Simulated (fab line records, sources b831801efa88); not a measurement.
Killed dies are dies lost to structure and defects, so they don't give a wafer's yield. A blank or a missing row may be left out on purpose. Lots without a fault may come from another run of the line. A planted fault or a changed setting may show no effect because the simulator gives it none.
Which tool did it? | flow gf180mcu | 24 lots, 72 wafers sampled, at 2 steps of a route of 602

WHAT THE GAUGES READ, wafer by wafer
GF_CONTACT_THK_MEAS_01. Usual: CONTACT_CVD_00_THK 301.9 nm, standard deviation 2.9.
lot  | measured     | on            | CONTACT_CVD_00_THK (nm) | flag
L074 | day 14 23:19 | film_metro-01 | 295.1 296.8 300.1       |
L075 | day 15 14:39 | film_metro-04 | 303.2 297.4 301.8       |
L076 | day 15 18:06 | film_metro-03 | 302.2 301.5 300.1       |
L077 | day 16 03:50 | film_metro-04 | 298.4 300.4 301.3       |
L078 | day 16 17:40 | film_metro-03 | 301.2 296.9 297.3       |
L079 | day 17 04:19 | film_metro-03 | 301.1 303.1 305.9       |
L080 | day 17 09:33 | film_metro-01 | 302.9 303.7 302.7       |
L081 | day 17 13:53 | film_metro-01 | 300.0 302.0 305.2       |
L082 | day 18 04:04 | film_metro-04 | 302.5 303.1 304.1       |
L083 | day 18 04:31 | film_metro-04 | 302.9 300.0 302.3       |
L084 | day 18 17:16 | film_metro-01 | 300.5 300.9 298.2       |
L085 | day 19 03:04 | film_metro-01 | 305.9 306.0 303.4       |
L086 | day 19 10:05 | film_metro-03 | 302.8 303.4 305.5       |
L087 | day 20 03:31 | film_metro-03 | 298.2 304.0 301.9       |
L088 | day 20 10:16 | film_metro-04 | 305.0 303.6 303.7       |
L089 | day 20 11:09 | film_metro-03 | 300.7 302.3 303.0       |
L090 | day 20 16:12 | film_metro-04 | 295.5 297.0 299.5       |
L091 | day 22 00:08 | film_metro-04 | 305.4 305.9 305.6       |
L092 | day 22 00:47 | film_metro-03 | 301.4 301.7 301.4       |
L093 | day 22 05:40 | film_metro-03 | 306.1 303.4 303.2       |
L094 | day 22 08:16 | film_metro-04 | 301.7 300.5 299.4       |
L095 | day 22 10:39 | film_metro-04 | 304.4 302.6 297.0       |
L096 | day 23 03:28 | film_metro-04 | 304.5 305.9 303.0       |
L097 | day 23 16:24 | film_metro-03 | 301.5 301.0 300.7       |

GF_V3_RS_MEAS_24: measures by four-point-probe. Usual: V3_W_RS 0.329 ohm/sq, standard deviation 0.0042.
lot  | measured     | on            | V3_W_RS (ohm/sq)  | flag
L074 | day 22 03:52 | film_metro-03 | 0.330 0.329 0.327 |
L075 | day 22 17:32 | film_metro-03 | 0.331 0.332 0.327 |
L076 | day 22 23:41 | film_metro-03 | 0.333 0.333 0.331 |
L077 | day 23 09:59 | film_metro-02 | 0.337 0.336 0.341 |
L078 | day 23 22:47 | film_metro-02 | 0.329 0.328 0.329 |
L079 | day 24 11:32 | film_metro-03 | 0.331 0.327 0.328 |
L080 | day 24 15:06 | film_metro-04 | 0.325 0.327 0.325 |
L081 | day 24 18:35 | film_metro-04 | 0.324 0.327 0.324 |
L082 | day 25 08:52 | film_metro-02 | 0.321 0.324 0.322 |
L083 | day 25 09:47 | film_metro-02 | 0.334 0.330 0.331 |
L084 | day 25 19:42 | film_metro-02 | 0.325 0.327 0.322 |
L085 | day 26 04:40 | film_metro-02 | 0.327 0.327 0.324 |
L086 | day 26 08:59 | film_metro-04 | 0.321 0.324 0.324 |
L087 | day 27 01:13 | film_metro-02 | 0.322 0.320 0.321 |
L088 | day 27 05:05 | film_metro-04 | 0.331 0.332 0.327 |
L089 | day 27 06:59 | film_metro-02 | 0.328 0.334 0.331 |
L090 | day 27 10:53 | film_metro-03 | 0.327 0.329 0.328 |
L091 | day 28 12:43 | film_metro-04 | 0.335 0.335 0.333 |
L092 | day 28 14:03 | film_metro-03 | 0.331 0.335 0.332 |
L093 | day 28 19:57 | film_metro-03 | 0.329 0.327 0.326 |
L094 | day 28 21:08 | film_metro-04 | 0.330 0.336 0.329 |
L095 | day 28 23:05 | film_metro-03 | 0.329 0.326 0.324 |
L096 | day 29 15:16 | film_metro-03 | 0.325 0.329 0.326 |
L097 | day 30 01:11 | film_metro-02 | 0.330 0.331 0.329 |

WHICH TOOL RAN EACH LOT (tool, then ch and the chambers of the sampled wafers, then the start)
The record holds no process step before these readings.

WHAT THE TOOLS THEMSELVES READ (means of the sampled wafers that have a number; where no wafer has one, the mark that the record gives instead)
The record holds no such reading with a usual standard deviation.

THE ANSWER, worked out from the rows above alone
Rule: a lot is off if the mean of its wafers that have a number lies more than 3 standard deviations from the usual mean. A lot without any number at a reading at which 4 lots or more have one is off too. The other lots that the step has rows for count as sound. The gauges are gone through in route order, then the tools' own readings, and for those a lot's mean is taken as printed above. The first step at which some lot is off is used, and at that step the reading that is off furthest; a lot without a number counts as furthest.
No lot is off at any reading shown: from this, nothing can be told.

WHAT THE SIMULATOR HAD PUT IN
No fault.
